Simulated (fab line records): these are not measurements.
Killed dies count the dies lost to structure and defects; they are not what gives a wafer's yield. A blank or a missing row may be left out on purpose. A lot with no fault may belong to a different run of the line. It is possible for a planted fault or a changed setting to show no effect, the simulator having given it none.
One fault through the eyes of 2 desks :: flow gf180mcu :: every desk sees just its own numbers, and what lay behind them comes last

## THE METROLOGY DESK
What the gauges read for every lot (on any tool): the sampled wafers with a number, averaged. If a lot's mean is further than 4 standard deviations from the usual mean, the lot is out of limits and carries the mark OUT (the distance appears in the brackets).
Columns: A = VT_IMPLANT_3_TW at GF_VT_IMPLANT_TW_MEAS_32, usual 267.1; B = V1_CVD_00_THK at GF_V1_THK_MEAS_01, usual 603 nm
lot: L527
first seen here: day 6 22:10
A: 267.9
B: 599

lot: L528
first seen here: day 7 01:36
A: 263.1
B: 597

lot: L530
first seen here: day 7 16:22
A: 268.4
B: 602

lot: L531
first seen here: day 7 20:55
A: 270.1
B: 616

lot: L537
first seen here: day 9 11:50
A: 268.8
B: 598

lot: L539
first seen here: day 10 00:47
A: 299.8 (+14) OUT
B: 605

lot: L540
first seen here: day 10 07:40
A: 296.0 (+13) OUT
B: 600

lot: L541
first seen here: day 10 19:53
A: 296.7 (+13) OUT
B: 604

lot: L543
first seen here: day 11 05:46
A: 269.9
B: 596

lot: L545
first seen here: day 11 19:33
A: 264.4
B: 603

lot: L546
first seen here: day 12 01:40
A: 264.7
B: 605

lot: L549
first seen here: day 12 19:08
A: 269.3
B: 595

lot: L550
first seen here: day 13 04:02
A: 269.4
B: 602
Per this desk, out of limits: L539, L540, L541; the first was L539, day 10 00:47 (VT_IMPLANT_3_TW at GF_VT_IMPLANT_TW_MEAS_32). L527, L528, L530, L531, L537, L543, L545, L546, L549, L550 stayed within limits.

## THE TOOL OWNER'S DESK: implanter-01
The tool's own readings at GF_VT_IMPLANT_IMPLANT_30: means of the sampled wafers that have a number, for each lot that ran on this tool. If a lot's mean is further than 4 standard deviations from the usual mean, the lot is out of limits and carries the mark OUT (the distance appears in the brackets).
Columns: A = dose-ions-cm2 at GF_VT_IMPLANT_IMPLANT_30, usual 2.5341e+12; B = faraday-current-uA at GF_VT_IMPLANT_IMPLANT_30, usual 14.28
lot: L527
first seen here: day 6 21:55
A: 2.5377e+12
B: 14.20

lot: L537
first seen here: day 9 11:36
A: 2.5353e+12
B: 14.21

lot: L539
first seen here: day 10 00:33
A: 3.7664e+12 (+99 or more) OUT
B: 20.93 (+26) OUT

lot: L540
first seen here: day 10 07:26
A: 3.7644e+12 (+99 or more) OUT
B: 21.68 (+28) OUT

lot: L541
first seen here: day 10 19:39
A: 3.7641e+12 (+99 or more) OUT
B: 21.07 (+26) OUT
Finding of this desk: L539, L540, L541 out of limits; the first was L539 at day 10 00:33, on dose-ions-cm2 at GF_VT_IMPLANT_IMPLANT_30. L527, L537 stayed within limits.

## BROUGHT TOGETHER
The tool owner's desk had the chance to raise an alarm at day 10 00:33 on L539, L540, L541.
Metrology desk: alarm possible at day 10 00:47 on L539, L540, L541.
The lots listed all ran GF_VT_IMPLANT_IMPLANT_30 on implanter-01.

## WHAT THE SIMULATOR HAD PUT IN
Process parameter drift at GF_VT_IMPLANT_IMPLANT_30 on implanter-01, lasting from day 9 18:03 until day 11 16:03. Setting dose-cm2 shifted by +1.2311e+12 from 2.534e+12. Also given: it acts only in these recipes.
Shown lots that were struck: L539, L540, L541.
Time in hours from fault onset to the first out-of-limits reading at each desk: tool owner's desk 6, metrology desk 7.
